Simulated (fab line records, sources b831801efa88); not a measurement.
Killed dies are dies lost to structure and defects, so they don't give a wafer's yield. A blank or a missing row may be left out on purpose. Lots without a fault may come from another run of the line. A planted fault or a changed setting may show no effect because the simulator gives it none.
Chamber matching | flow gf180mcu | GF_V4_CMP_26 on cmp-01: 4 sister chambers
The step polishes, stops on SiO2, t overpolish 15 s, target thk 0 nm. 20 wafers are shown with their chamber, then 10 later ones without.

WAFERS WITH THEIR CHAMBER
wafer  | chamber | time_to_endpoint_s (s) | edge_zone_pressure_frac | overpolish_run_s (s)
L076.1 | 2       | 77                     | 0.998                   | 14.998
L076.2 | 3       | 81                     | 1.000                   | 15.011
L076.5 | 1       | 80                     | 0.993                   | 14.996
L079.3 | 2       | 78                     | 0.987                   | 14.994
L079.5 | 0       | 84                     | 1.004                   | 15.001
L079.6 | 3       | 79                     | 1.005                   | 14.999
L080.3 | 2       | 79                     | 1.003                   | 14.994
L080.4 | 0       | 86                     | 1.008                   | 14.993
L080.6 | 2       | 81                     | 0.997                   | 15.011
L082.1 | 2       | 80                     | 1.008                   | 14.997
L082.2 | 1       | 80                     | 1.000                   | 15.004
L082.5 | 1       | 82                     | 0.996                   | 14.988
L086.3 | 3       | 81                     | 0.994                   | 15.013
L086.4 | 0       | 87                     | 1.002                   | 15.009
L086.5 | 2       | 79                     | 1.004                   | 15.001
L087.1 | 2       | 81                     | 1.007                   | 15.012
L087.3 | 3       | 81                     | 0.999                   | 14.997
L087.5 | 0       | 87                     | 1.008                   | 15.002
L089.1 | 2       | 81                     | 1.006                   | 14.986
L089.5 | 0       | 87                     | 1.000                   | 15.002

SIGNATURES (means of the wafers above)
reading                 | chamber 0 | chamber 1 | chamber 2 | chamber 3 | scatter within a chamber
time_to_endpoint_s      | 86.20     | 80.67     | 79.50     | 80.50     | 1.33
edge_zone_pressure_frac | 1.00440   | 0.99633   | 1.00125   | 0.99950   | 0.00548
overpolish_run_s        | 15.00140  | 14.99600  | 14.99912  | 15.00500  | 0.0079
Rule: a wafer's distance from a chamber is the root of the sum, over the readings, of the square of ((its reading less the chamber's mean) divided by the reading's scatter). The wafer belongs to the nearest chamber; if the next one is less than 2 further off, it can't be placed. The scatter: the root of (the sum of the squares of (reading less its chamber's mean) over the shown wafers, divided by (wafers less chambers)).

WAFERS WITHOUT THEIR CHAMBER
wafer  | time_to_endpoint_s (s) | edge_zone_pressure_frac | overpolish_run_s (s)
L089.6 | 83                     | 1.003                   | 15.011
L092.2 | 75                     | 1.009                   | 14.999
L092.4 | 78                     | 1.001                   | 15.005
L092.6 | 86                     | 1.001                   | 15.013
L094.2 | 86                     | 0.996                   | 14.992
L094.4 | 80                     | 0.997                   | 14.988
L094.5 | 80                     | 1.003                   | 14.983
L095.1 | 90                     | 1.010                   | 15.026
L095.2 | 83                     | 0.998                   | 14.998
L095.3 | 85                     | 1.000                   | 15.001

WHICH CHAMBER EACH WENT THROUGH
wafer  | from the rows above               | in truth
L089.6 | can't be placed: 3 or 0 or 1 or 2 | 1
L092.2 | can't be placed: 2 or 3 or 1      | 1
L092.4 | can't be placed: 2 or 3 or 1      | 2
L092.6 | 0                                 | 0
L094.2 | 0                                 | 0
L094.4 | can't be placed: 1 or 2 or 3      | 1
L094.5 | can't be placed: 2 or 1 or 3      | 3
L095.1 | 0                                 | 0
L095.2 | can't be placed: 1 or 3 or 2 or 0 | 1
L095.3 | 0                                 | 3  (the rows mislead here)
Placed correctly: 3 of 10. Can't be placed from these rows: 6 (the true chamber is among the candidates in 6). Placed wrongly: 1.
